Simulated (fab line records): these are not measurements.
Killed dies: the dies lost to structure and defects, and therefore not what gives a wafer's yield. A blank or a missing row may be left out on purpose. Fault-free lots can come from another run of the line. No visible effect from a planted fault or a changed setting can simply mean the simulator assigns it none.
fab line records | flow gf180mcu
record: lots: 13 | wafers: 39 | lastDay: 34
route steps=602 shown STI@5 HV_LDD@182
lots untouched by any fault: they come from a run of this same line in which no faults occurred
startH: the number of hours between the record's first day and the start of the first shown wafer of the lot | waitH: how many hours have passed since the lot's step before this one | " as in the row above | L1.1+2: a row that stands for several wafers | - no value present, or no start provided | * or withheld: withheld | < > ~ a bound
route shown NAME@n: NAME is a module with steps in the file, n the number in the route of the first one | usual: mean/standard deviation taken from wafers without a fault | same: alike in all rows | chamber/n: place in a boat | sites: the reading at each site | _std_site: how widely they spread, as a standard deviation | _edge_site: mean of outer sites minus mean of inner sites | radiusMm: how far each site lies from the wafer's centre | mask NAME#n: copy n | behind: the last tool/chamber to shape the wafer | hold: the reason the lot was held/the length of the hold in hours/how it ended | device: which transistor (n, p or np) failed to switch | end of line: at the end of the route, the tests of the same wafers | a step given without rows: its recipe and nothing more | killed: at the first sort, the dies lost to defects and structure; wafer yield is something else | map: dies across one wafer; x = killed, . = not, _ = none there
set.NAME: the setting as run; set.NAME@STEP: as run at that earlier step | model.NAME: the simulator's own value behind a step, which no gauge read
one table for each step of the route and one row for each wafer, over a sample of lots
services: when a tool's chamber went out of use (startH, in hours from the record's first day, below 0 if earlier), for how many hours, and the reason
== steps ==
step: GF_STI_THK_MEAS_04
recipe: reads: Si3N4_of_STI_CVD_03
usual: STI_CVD_03_THK: 207.6/1.9
lot.wafer | tool         | chamber | startH | waitH | STI_CVD_03_THK[nm]
L438.3    | filmMetro-01 | -       | 13.71  | 0.0   | 209.3
L438.4    | "            | -       | "      | "     | 209.9
L438.5    | "            | -       | "      | "     | 208.4
L440.2    | filmMetro-02 | -       | 23.57  | 0.0   | 205.3
L440.4    | "            | -       | "      | "     | 207.4
L440.5    | "            | -       | "      | "     | 205.9
L441.3    | filmMetro-02 | -       | 33.30  | 0.0   | 208.6
L441.5    | "            | -       | "      | "     | 207.7
L441.6    | "            | -       | "      | "     | 208.1
L444.1    | filmMetro-01 | -       | 45.44  | 0.0   | 208.9
L444.4    | "            | -       | "      | "     | 207.9
L444.5    | "            | -       | "      | "     | 207.4
L445.2    | filmMetro-04 | -       | 48.59  | 0.0   | 204.1
L445.3    | "            | -       | "      | "     | 206.8
L445.6    | "            | -       | "      | "     | 205.7
L446.1    | filmMetro-02 | -       | 53.57  | 0.0   | 207.3
L446.2    | "            | -       | "      | "     | 208.0
L446.6    | "            | -       | "      | "     | 207.6
L448.1    | filmMetro-02 | -       | 63.56  | 0.0   | 208.2
L448.4    | "            | -       | "      | "     | 208.9
L448.5    | "            | -       | "      | "     | 207.1
L450.1    | filmMetro-04 | -       | 74.55  | 0.0   | 205.8
L450.2    | "            | -       | "      | "     | 206.4
L450.3    | "            | -       | "      | "     | 205.7
L453.1    | filmMetro-01 | -       | 88.56  | 0.0   | 205.9
L453.5    | "            | -       | "      | "     | 206.7
L453.6    | "            | -       | "      | "     | 206.0
L455.3    | filmMetro-01 | -       | 99.91  | 0.0   | 208.5
L455.4    | "            | -       | "      | "     | 210.8
L455.6    | "            | -       | "      | "     | 209.4
L456.2    | filmMetro-01 | -       | 103.57 | 0.0   | 208.2
L456.3    | "            | -       | "      | "     | 209.2
L456.6    | "            | -       | "      | "     | 208.0
L457.1    | filmMetro-04 | -       | 109.01 | 0.0   | 205.2
L457.4    | "            | -       | "      | "     | 204.7
L457.6    | "            | -       | "      | "     | 204.5
L460.2    | filmMetro-04 | -       | 123.57 | 0.0   | 211.8
L460.3    | "            | -       | "      | "     | 211.6
L460.5    | "            | -       | "      | "     | 212.6
step: GF_STI_ETCH_14
recipe: target: Si | chemistry: HBr/Cl2/O2 | targetDepthNm: 360 | icpW: 600 | biasW: 150 | pressureMtorr: 15 | HBr_flow_sccm: 150 | Cl2_flow_sccm: 40 | O2_flow_sccm: 6 | timeS: 102.9
usual: chamberPressureMTorr: 15.002/0.013 | drypumpMotorCurrentA: 5.7/0.45 | oesProductAu: 0.996/0.011 | throttleValvePct: 25.659/0.012
lot.wafer | tool     | chamber | startH | waitH | chamberPressureMTorr | drypumpMotorCurrentA | oesProductAu | rfHoursCounterH | throttleValvePct
L438.3    | rieSi-02 | 2       | 25.38  | 0.0   | 14.983               | 5.8                  | 0.997        | 44              | 25.663
L438.4    | "        | 0       | "      | "     | 15.010               | 5.2                  | 1.017        | 26              | 25.644
L438.5    | "        | 1       | "      | "     | 14.983               | 6.3                  | 0.985        | -               | 25.656
L440.2    | rieSi-02 | 3       | 34.69  | 0.0   | 15.013               | 5.7                  | 0.996        | 7               | 25.662
L440.4    | "        | 0       | "      | "     | 15.001               | 5.2                  | 0.997        | 26              | 25.652
L440.5    | "        | 3       | "      | "     | 15.028               | 5.7                  | 0.998        | -               | 25.659
L441.3    | rieSi-01 | 2       | 44.39  | 0.0   | 14.998               | 5.7                  | 0.990        | 2               | 25.686
L441.5    | "        | 2       | "      | "     | 14.979               | 5.7                  | 0.987        | -               | 25.667
L441.6    | "        | 1       | "      | "     | 15.010               | 6.2                  | 1.006        | -               | 25.644
L444.1    | rieSi-02 | 3       | 57.84  | 0.0   | 14.995               | 5.7                  | 1.007        | 7               | 25.632
L444.4    | "        | 2       | "      | "     | 14.988               | 5.8                  | 1.014        | 45              | 25.664
L444.5    | "        | 0       | "      | "     | 15.001               | 5.2                  | 1.000        | -               | 25.634
L445.2    | rieSi-01 | 0       | 60.83  | 0.0   | 15.013               | 5.3                  | 0.999        | 95              | 25.659
L445.3    | "        | 2       | "      | "     | 14.992               | 5.7                  | 0.977        | 2               | 25.672
L445.6    | "        | 2       | "      | "     | 15.004               | 5.7                  | 0.997        | -               | 25.672
L446.1    | rieSi-01 | 3       | 66.44  | 0.0   | 14.994               | 4.9                  | 1.010        | 0               | 25.643
L446.2    | "        | 1       | "      | "     | 15.013               | 6.2                  | 0.994        | 3               | 25.648
L446.6    | "        | 3       | "      | "     | 14.997               | 4.9                  | 1.014        | -               | 25.634
L448.1    | rieSi-01 | 3       | 76.86  | 0.0   | 14.989               | 4.9                  | 1.009        | 0               | 25.645
L448.4    | "        | 1       | "      | "     | 15.004               | 6.2                  | 0.997        | 3               | 25.657
L448.5    | "        | 0       | "      | "     | 15.016               | 5.3                  | 0.983        | -               | 25.676
L450.1    | rieSi-02 | 2       | 88.33  | 0.0   | 14.985               | 5.8                  | 1.008        | 45              | 25.646
L450.2    | "        | 0       | "      | "     | 14.997               | 5.2                  | 0.995        | 27              | 25.670
L450.3    | "        | 3       | "      | "     | 15.002               | 5.7                  | 1.004        | 7               | 25.646
L453.1    | rieSi-02 | 1       | 102.34 | 0.0   | 14.990               | 6.3                  | 0.996        | 2               | 25.653
L453.5    | "        | 0       | "      | "     | 15.002               | 5.2                  | 0.993        | -               | 25.670
L453.6    | "        | 3       | "      | "     | 14.993               | 5.7                  | 0.987        | -               | 25.662
L455.3    | rieSi-02 | 3       | 114.16 | 0.0   | 14.981               | 5.7                  | 1.009        | 8               | 25.640
L455.4    | "        | 1       | "      | "     | 14.993               | 6.3                  | 0.999        | 2               | 25.663
L455.6    | "        | 0       | "      | "     | 14.994               | 5.3                  | 1.007        | -               | 25.663
L456.2    | rieSi-02 | 2       | 118.10 | 0.0   | 14.986               | 5.8                  | 1.001        | 45              | 25.664
L456.3    | "        | 1       | "      | "     | 14.957               | 6.3                  | 0.997        | 2               | 25.666
L456.6    | "        | 2       | "      | "     | 14.996               | 5.8                  | 1.002        | -               | 25.652
L457.1    | rieSi-01 | 3       | 123.43 | 0.0   | 15.020               | 4.9                  | 1.009        | 1               | 25.652
L457.4    | "        | 1       | "      | "     | 15.017               | 6.2                  | 1.009        | 4               | 25.645
L457.6    | "        | 2       | "      | "     | 15.007               | 5.7                  | 0.990        | -               | 25.673
L460.2    | rieSi-01 | 0       | 137.69 | 0.0   | 15.032               | 5.3                  | 0.989        | 96              | 25.662
L460.3    | "        | 2       | "      | "     | 14.992               | 5.7                  | 0.974        | 3               | 25.688
L460.5    | "        | 1       | "      | "     | 15.011               | 6.2                  | 0.996        | -               | 25.645
step: GF_STI_THK_MEAS_24
recipe: reads: SiO2_of_STI_CVD_23
usual: STI_CVD_23_THK: 651/8.1
lot.wafer | tool         | chamber | startH | waitH | STI_CVD_23_THK[nm]
L438.3    | filmMetro-01 | -       | 28.75  | 0.1   | 655
L438.4    | "            | -       | "      | "     | 643
L438.5    | "            | -       | "      | "     | 639
L440.2    | filmMetro-02 | -       | 37.25  | 0.0   | 659
L440.4    | "            | -       | "      | "     | 637
L440.5    | "            | -       | "      | "     | 649
L441.3    | filmMetro-02 | -       | 46.20  | 0.1   | 635
L441.5    | "            | -       | "      | "     | 647
L441.6    | "            | -       | "      | "     | 639
L444.1    | filmMetro-01 | -       | 59.63  | 0.0   | 640
L444.4    | "            | -       | "      | "     | 647
L444.5    | "            | -       | "      | "     | 642
L445.2    | filmMetro-01 | -       | 63.29  | 0.1   | 650
L445.3    | "            | -       | "      | "     | 657
L445.6    | "            | -       | "      | "     | 658
L446.1    | filmMetro-01 | -       | 68.40  | 0.0   | 649
L446.2    | "            | -       | "      | "     | 663
L446.6    | "            | -       | "      | "     | 648
L448.1    | filmMetro-01 | -       | 79.43  | 0.0   | 640
L448.4    | "            | -       | "      | "     | 651
L448.5    | "            | -       | "      | "     | 649
L450.1    | filmMetro-04 | -       | 90.12  | 0.0   | 652
L450.2    | "            | -       | "      | "     | 655
L450.3    | "            | -       | "      | "     | 657
L453.1    | filmMetro-01 | -       | 104.13 | 0.0   | 650
L453.5    | "            | -       | "      | "     | 650
L453.6    | "            | -       | "      | "     | 655
L455.3    | filmMetro-04 | -       | 115.97 | 0.1   | 650
L455.4    | "            | -       | "      | "     | 659
L455.6    | "            | -       | "      | "     | 644
L456.2    | filmMetro-02 | -       | 119.92 | 0.0   | 644
L456.3    | "            | -       | "      | "     | 645
L456.6    | "            | -       | "      | "     | 642
L457.1    | filmMetro-01 | -       | 125.58 | 0.0   | 657
L457.4    | "            | -       | "      | "     | 643
L457.6    | "            | -       | "      | "     | 653
L460.2    | filmMetro-04 | -       | 139.49 | 0.0   | 655
L460.3    | "            | -       | "      | "     | 652
L460.5    | "            | -       | "      | "     | 646
step: GF_HV_LDD_DEVELOP_06
recipe: developTimeS: 60 | devTempC: 23
usual: developerTempC: 22.98/0.1 | exhaustPa: 44.8/0.82
lot.wafer | tool          | chamber | startH | waitH | developerTempC | exhaustPa
L438.3    | lithoTrack-03 | 0       | 218.33 | 0.1   | 22.87          | 46.0
L438.4    | "             | 0       | "      | "     | 22.95          | 45.3
L438.5    | "             | 0       | "      | "     | 22.95          | 46.1
L440.2    | lithoTrack-03 | 0       | 227.80 | 0.1   | 23.02          | 44.2
L440.4    | "             | 0       | "      | "     | 22.97          | 45.0
L440.5    | "             | 0       | "      | "     | 22.80          | 44.7
L441.3    | lithoTrack-03 | 0       | 244.18 | 0.1   | 20.76          | 45.2
L441.5    | "             | 0       | "      | "     | 20.75          | 45.7
L441.6    | "             | 0       | "      | "     | 20.65          | 44.2
L444.1    | lithoTrack-01 | 0       | 256.79 | 0.1   | 23.15          | 45.3
L444.4    | "             | 0       | "      | "     | 23.10          | 45.4
L444.5    | "             | 0       | "      | "     | 23.06          | 45.1
L445.2    | lithoTrack-03 | 0       | 265.20 | 0.1   | 20.67          | 44.3
L445.3    | "             | 0       | "      | "     | 20.68          | 45.2
L445.6    | "             | 0       | "      | "     | 20.63          | 44.4
L446.1    | lithoTrack-03 | 0       | 277.48 | 0.1   | 20.74          | 43.8
L446.2    | "             | 0       | "      | "     | 20.85          | 44.1
L446.6    | "             | 0       | "      | "     | 20.82          | 44.1
L448.1    | lithoTrack-01 | 0       | 290.49 | 0.1   | 22.86          | 46.1
L448.4    | "             | 0       | "      | "     | 23.00          | 44.4
L448.5    | "             | 0       | "      | "     | 23.08          | 44.4
L450.1    | lithoTrack-01 | 0       | 313.74 | 0.1   | 22.97          | 46.0
L450.2    | "             | 0       | "      | "     | 22.95          | 44.9
L450.3    | "             | 0       | "      | "     | 23.00          | 44.6
L453.1    | lithoTrack-01 | 0       | 326.89 | 0.1   | 23.06          | 44.0
L453.5    | "             | 0       | "      | "     | 23.08          | 43.9
L453.6    | "             | 0       | "      | "     | 23.17          | 44.7
L455.3    | lithoTrack-03 | 0       | 341.08 | 0.1   | 22.93          | 43.8
L455.4    | "             | 0       | "      | "     | 22.83          | 44.3
L455.6    | "             | 0       | "      | "     | 23.04          | 44.6
L456.2    | lithoTrack-03 | 0       | 345.90 | 0.1   | 23.16          | 44.0
L456.3    | "             | 0       | "      | "     | 23.13          | 45.2
L456.6    | "             | 0       | "      | "     | 23.06          | 45.5
L457.1    | lithoTrack-03 | 0       | 353.78 | 0.1   | 23.03          | 44.2
L457.4    | "             | 0       | "      | "     | 22.93          | 43.7
L457.6    | "             | 0       | "      | "     | 22.85          | 42.8
L460.2    | lithoTrack-02 | 0       | 374.16 | 0.1   | 22.98          | 44.3
L460.3    | "             | 0       | "      | "     | 23.03          | 45.2
L460.5    | "             | 0       | "      | "     | 22.81          | 44.6
step: GF_HV_LDD_CD_MEAS_07
recipe: targetCdNm: 400
usual: cdNm: 400.6/2.3
lot.wafer | tool     | chamber | startH | waitH | cdNm
L438.3    | cdSem-01 | -       | 218.47 | 0.1   | 401.8
L438.4    | "        | -       | "      | "     | 401.1
L438.5    | "        | -       | "      | "     | 399.0
L440.2    | cdSem-02 | -       | 227.95 | 0.1   | 399.3
L440.4    | "        | -       | "      | "     | 397.8
L440.5    | "        | -       | "      | "     | 399.8
L441.3    | cdSem-02 | -       | 244.32 | 0.1   | 413.3
L441.5    | "        | -       | "      | "     | 413.4
L441.6    | "        | -       | "      | "     | 414.7
L444.1    | cdSem-02 | -       | 256.94 | 0.1   | 401.9
L444.4    | "        | -       | "      | "     | 401.5
L444.5    | "        | -       | "      | "     | 399.7
L445.2    | cdSem-01 | -       | 265.35 | 0.1   | 406.5
L445.3    | "        | -       | "      | "     | 404.1
L445.6    | "        | -       | "      | "     | 405.7
L446.1    | cdSem-01 | -       | 277.68 | 0.2   | 407.8
L446.2    | "        | -       | "      | "     | 410.2
L446.6    | "        | -       | "      | "     | 406.9
L448.1    | cdSem-01 | -       | 290.64 | 0.1   | 402.3
L448.4    | "        | -       | "      | "     | 403.0
L448.5    | "        | -       | "      | "     | 401.1
L450.1    | cdSem-01 | -       | 313.89 | 0.1   | 401.1
L450.2    | "        | -       | "      | "     | 402.1
L450.3    | "        | -       | "      | "     | 402.7
L453.1    | cdSem-02 | -       | 327.04 | 0.1   | 401.9
L453.5    | "        | -       | "      | "     | 403.5
L453.6    | "        | -       | "      | "     | 402.4
L455.3    | cdSem-01 | -       | 341.22 | 0.1   | 397.4
L455.4    | "        | -       | "      | "     | 396.6
L455.6    | "        | -       | "      | "     | 397.9
L456.2    | cdSem-02 | -       | 346.05 | 0.1   | 399.0
L456.3    | "        | -       | "      | "     | 400.3
L456.6    | "        | -       | "      | "     | 402.3
L457.1    | cdSem-02 | -       | 353.93 | 0.1   | 397.7
L457.4    | "        | -       | "      | "     | 398.8
L457.6    | "        | -       | "      | "     | 396.7
L460.2    | cdSem-01 | -       | 374.30 | 0.1   | 400.1
L460.3    | "        | -       | "      | "     | 400.1
L460.5    | "        | -       | "      | "     | 402.0
== services ==
tool          | chamber | startH | hours | kind
rieSi-01      | 3       | 16.86  | 7.6   | repair
lithoTrack-01 | -       | 37.91  | -     | consumableReplace:filter
rieSi-01      | 3       | 43.83  | -     | clean
rieSi-01      | 3       | 43.83  | 17.3  | scheduledDown
rieSi-01      | 3       | 43.83  | 17.3  | ventCycle
rieSi-01      | 2       | 68.08  | 3.4   | repair
rieSi-02      | -       | 79.55  | 0.7   | repair
rieSi-02      | 0       | 131.09 | 1.8   | repair
rieSi-02      | 2       | 151.22 | 1.0   | repair
rieSi-01      | 3       | 163.51 | 5.8   | repair
rieSi-02      | 1       | 192.59 | 7.5   | repair
rieSi-01      | 0       | 278.41 | 4.6   | repair
rieSi-01      | -       | 302.29 | 2.8   | pm
rieSi-01      | 0       | 318.26 | -     | clean
rieSi-01      | 0       | 318.26 | 18.8  | scheduledDown
rieSi-01      | 0       | 318.26 | 18.8  | ventCycle
lithoTrack-01 | -       | 331.08 | -     | consumableReplace:filter
== key ==
firstSign: step: GF_HV_LDD_DEVELOP_06 | reading: developerTempC | direction: down | sigmas: 22 | usual: * | struck: *
effect: step: GF_HV_LDD_CD_MEAS_07 | reading: cdNm | direction: up | sigmas: 3.7 | usual: 400.6 | struck: 409.2 | through: controlLoop
metAt GF_HV_LDD_DEVELOP_06
struckLots L441,L445,L446
testerLeftOut L441,L445,L446
loopTrim: step: GF_HV_LDD_EXPOSE_04 | setting: dose | lots: L445
notActingAt GF_STI_THK_MEAS_04,GF_STI_ETCH_14,GF_STI_THK_MEAS_24
onsetBetween 227.80 244.18
fault: kind: processParameterDrift | tool: lithoTrack-03 | chamber: - | onsetH: 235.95 | steps: GF_HV_LDD_DEVELOP_06 | channel: devTempC | offset: * | shape: step | endH: 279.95 | actsIn: * | stated: *
testerLeftOut: of these lots the tester's yield and bins aren't shown, on N5 and GAA mostly nor the transistor test; their killed dies are dies lost to structure and defects alone, not to doping, threshold or leakage, so they don't give the yield
loopTrim: a control loop set the setting to another value than it would have without faults
